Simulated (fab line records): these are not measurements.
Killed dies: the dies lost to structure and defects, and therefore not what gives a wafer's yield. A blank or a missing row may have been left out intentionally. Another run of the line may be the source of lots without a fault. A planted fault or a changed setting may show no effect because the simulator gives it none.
Which of the tools did it?	flow sky130	11 lots, 31 wafers sampled, at 6 steps of a route of 708

## WHAT EACH GAUGE READ, for each wafer
SKY_CONTACT_BOW_MEAS_05.
lot	measured	on	CONTACT_BOW (um)
L183	day 30 14:03	film-metro-01	87 84 79
L185	day 31 06:43	film-metro-04	85 89 83
L187	day 31 19:57	film-metro-02	81 72 76
L190	day 33 09:11	film-metro-04	99 92 90
L191	day 33 12:29	film-metro-02	82 86 78
L192	day 33 19:51	film-metro-02	84 87 83
L193	day 34 05:50	film-metro-02	91 77 82
L196	day 34 23:09	film-metro-01	78 67
L198	day 35 21:55	film-metro-04	87 78 86
L201	day 36 11:32	film-metro-04	80 82
L205	day 38 03:07	film-metro-02	86 90 84

## WHICH TOOL RAN EACH LOT (tool, then ch and the chambers of the sampled wafers, then the start)
lot	SKY_SPACER_ETCHBACK_02	SKY_POLY_CUT_ETCH_10	SKY_LOCAL_INTERCONNECT_COAT_05	SKY_LOCAL_INTERCONNECT_ETCH_13	SKY_LOCAL_INTERCONNECT_STRIP_15
L183	rie-diel-02 ch 0,2, day 22 22:59	rie-diel-02 ch 1,2,3, day 24 05:49	litho-track-01 ch 0, day 29 22:40	rie-metal-03 ch 1, day 30 12:49	plasma-asher-01 ch 0,1, day 30 12:56
L185	rie-diel-03 ch 0,1,3, day 23 17:44	rie-diel-01 ch 0,1,3, day 25 00:22	litho-track-01 ch 0, day 30 14:13	rie-metal-02 ch 0, day 31 05:28	plasma-asher-02 ch 0, day 31 05:35
L187	rie-diel-03 ch 2,3, day 24 08:28	rie-diel-04 ch 1,2,3, day 25 15:49	litho-track-01 ch 0, day 31 04:32	rie-metal-04 ch 0,1, day 31 18:37	plasma-asher-01 ch 0,1, day 31 18:44
L190	rie-diel-02 ch 2,3, day 26 02:49	rie-diel-04 ch 0,3, day 27 08:19	litho-track-01 ch 0, day 32 17:32	rie-metal-02 ch 0,1, day 33 07:53	plasma-asher-01 ch 0,1, day 33 08:01
L191	rie-diel-04 ch 0,1, day 26 08:00	rie-diel-04 ch 0,1,3, day 27 13:22	litho-track-04 ch 0, day 32 21:29	rie-metal-04 ch 0,1, day 33 11:13	plasma-asher-01 ch 0, day 33 11:20
L192	rie-diel-03 ch 0,1,3, day 26 12:47	rie-diel-02 ch 0,3, day 27 18:10	litho-track-02 ch 0, day 33 04:28	rie-metal-04 ch 0,1, day 33 18:34	plasma-asher-01 ch 0,1, day 33 18:41
L193	rie-diel-03 ch 1,2, day 26 23:58	rie-diel-01 ch 0,3, day 28 05:13	litho-track-04 ch 0, day 33 15:01	rie-metal-04 ch 0,1, day 34 04:37	plasma-asher-04 ch 0,1, day 34 04:44
L196	rie-diel-02 ch 2,3, day 27 19:20	rie-diel-02 ch 1,3, day 29 00:31	litho-track-02 ch 0, day 34 08:01	rie-metal-03 ch 0,1, day 34 21:55	plasma-asher-04 ch 0,1, day 34 22:02
L198	rie-diel-02 ch 0,3, day 28 19:41	rie-diel-01 ch 2,3, day 30 00:16	litho-track-02 ch 0, day 35 06:59	rie-metal-03 ch 0,1, day 35 20:40	plasma-asher-04 ch 0,1, day 35 20:47
L201	rie-diel-02 ch 0,3, day 29 09:18	rie-diel-04 ch 2, day 30 13:43	litho-track-02 ch 0, day 35 19:46	rie-metal-03 ch 0,1, day 36 10:14	plasma-asher-01 ch 0,1, day 36 10:22
L205	rie-diel-03 ch 2,3, day 31 05:35	rie-diel-01 ch 0,1,3, day 32 09:13	litho-track-04 ch 0, day 37 11:55	rie-metal-04 ch 0, day 38 01:47	plasma-asher-02 ch 0,1, day 38 01:53
- SKY_SPACER_ETCHBACK_02: etches Si3N4 in CH3F/O2, stops on SiO2, time 46.7 s, target depth 45 nm.
- SKY_POLY_CUT_ETCH_10: etches BARC in N2/H2, stops on SiO2, time 45.9 s, target depth 60 nm.
- SKY_LOCAL_INTERCONNECT_COAT_05: resist thk 60 nm.
- SKY_LOCAL_INTERCONNECT_ETCH_13: etches BARC in N2/H2, stops on SiO2, time 45.9 s, target depth 60 nm.
- SKY_LOCAL_INTERCONNECT_STRIP_15: strips in O2/N2.

## THE ANSWER, worked out from the rows above alone
Rule: usual is defined by the lots themselves. Put in order of their means at a reading, lots are off if they are a third of the lots or fewer, leave a main group of 4 or more, and stand apart from it by a gap of 3 or more times the standard deviation of the main group's means; of several such gaps the widest counts. Not used: any main group whose means are identical at the precision the tables above print for the reading. Also off: a lot with no number at a reading for which 4 or more lots have one. The other lots that the step has rows for count as sound.
No lot is off at any reading shown: from this, nothing can be told.

## WHAT THE SIMULATOR HAD INSERTED
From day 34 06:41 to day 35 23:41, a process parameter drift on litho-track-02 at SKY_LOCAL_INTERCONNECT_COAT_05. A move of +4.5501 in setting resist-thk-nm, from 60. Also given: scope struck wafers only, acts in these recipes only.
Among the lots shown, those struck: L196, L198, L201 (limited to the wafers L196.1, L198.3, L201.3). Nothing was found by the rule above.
